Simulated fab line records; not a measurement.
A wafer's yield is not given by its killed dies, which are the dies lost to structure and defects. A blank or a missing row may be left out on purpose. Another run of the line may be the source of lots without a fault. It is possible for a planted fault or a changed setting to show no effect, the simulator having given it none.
Split-lot trial | flow sky130 | route with 708 steps; 5 lots, 11 wafers read

== SPLIT DETAILS ==
At SKY_SONOS_ONO_ETCH_15 (etches the open film in CHF3/O2, target depth 19.52 nm, time 7.8 s), the setting time-s was moved away from the recipe's 7.8 s on 4 of the 11 wafers read, by -13.1% to +14.2%. This setting was run at the recipe's value on the other wafers.

Reading taken at the split's own step.

== THE READING ==
etch.depth-nm (the simulator's own value, which no gauge read), in nm, at SKY_SONOS_ONO_ETCH_15 (etches the open film in CHF3/O2, target depth 19.52 nm, time 7.8 s). The file does not state a usual value for it. The 7 wafers here that ran the recipe average 19.46 nm, standard deviation 0.2 nm.

wafer  | tool, chamber at the split | time-s as run, s | against the recipe | etch.depth-nm, nm | against lot-mates on the recipe
L074.1 | rie-diel-02, 1             | 7.8              | recipe             | 19.4              | -
L074.3 | rie-diel-02, 2             | 6.781            | -13.1%             | 17.31             | -2.09
L074.4 | rie-diel-02, 0             | 6.781            | -13.1%             | 16.69             | -2.71
L075.6 | rie-diel-03, 2             | 7.8              | recipe             | 19.53             | -
L078.3 | rie-diel-03, 2             | 8.907            | +14.2%             | 22.48             | +3.01
L078.4 | rie-diel-03, 1             | 7.8              | recipe             | 19.57             | -
L078.6 | rie-diel-03, 3             | 7.8              | recipe             | 19.37             | -
L079.1 | rie-diel-03, 2             | 7.8              | recipe             | 19.8              | -
L079.2 | rie-diel-03, 3             | 7.8              | recipe             | 19.1              | -
L079.3 | rie-diel-03, 1             | 7.8              | recipe             | 19.44             | -
L081.4 | rie-diel-02, 3             | 8.283            | +6.2%              | 20.63             | no lot-mate on the recipe

THE FIT
A straight line over all 11 wafers: etch.depth-nm changes by +0.197 nm for each +1% of time-s; r = +0.99; the points scatter about the line by 0.24 nm.
The same after taking each lot's own level away (the mean of its wafers on the recipe; 10 wafers): +0.195 nm for each +1%; r = +0.99; scatter 0.26 nm.
That fit puts the effect of the largest move of time-s on the reading at 2.8 nm.
The lots' own levels span 19.400 to 19.530 nm, that is 0.7 times the standard deviation above.
Consequently the slope shifts little with the lot-to-lot level, the two slopes agreeing.
Check: +2.61 nm against its lot-mates is what the line predicts for one of the wafers moved furthest among these (+14.2%) when that wafer is left out of the fit. It came out at +3.01 nm against them.

== OTHER SPLITS APPLIED TO THESE WAFERS ==
Note: prior to the reading, these wafers also went through further splits. Each is held against what the fit with the lots' levels taken away leaves over:
other split on the same wafers  | wafers away from the commonest value | r with etch.depth-nm (lot level and that fit taken away)
SKY_SONOS_ONO_EXPOSE_10 dose-mj | 4                                    | +0.06

== THE FILE'S OWN FIT ==
etch.depth-nm changes by +0.199 nm for each +1% of time-s, r = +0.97.
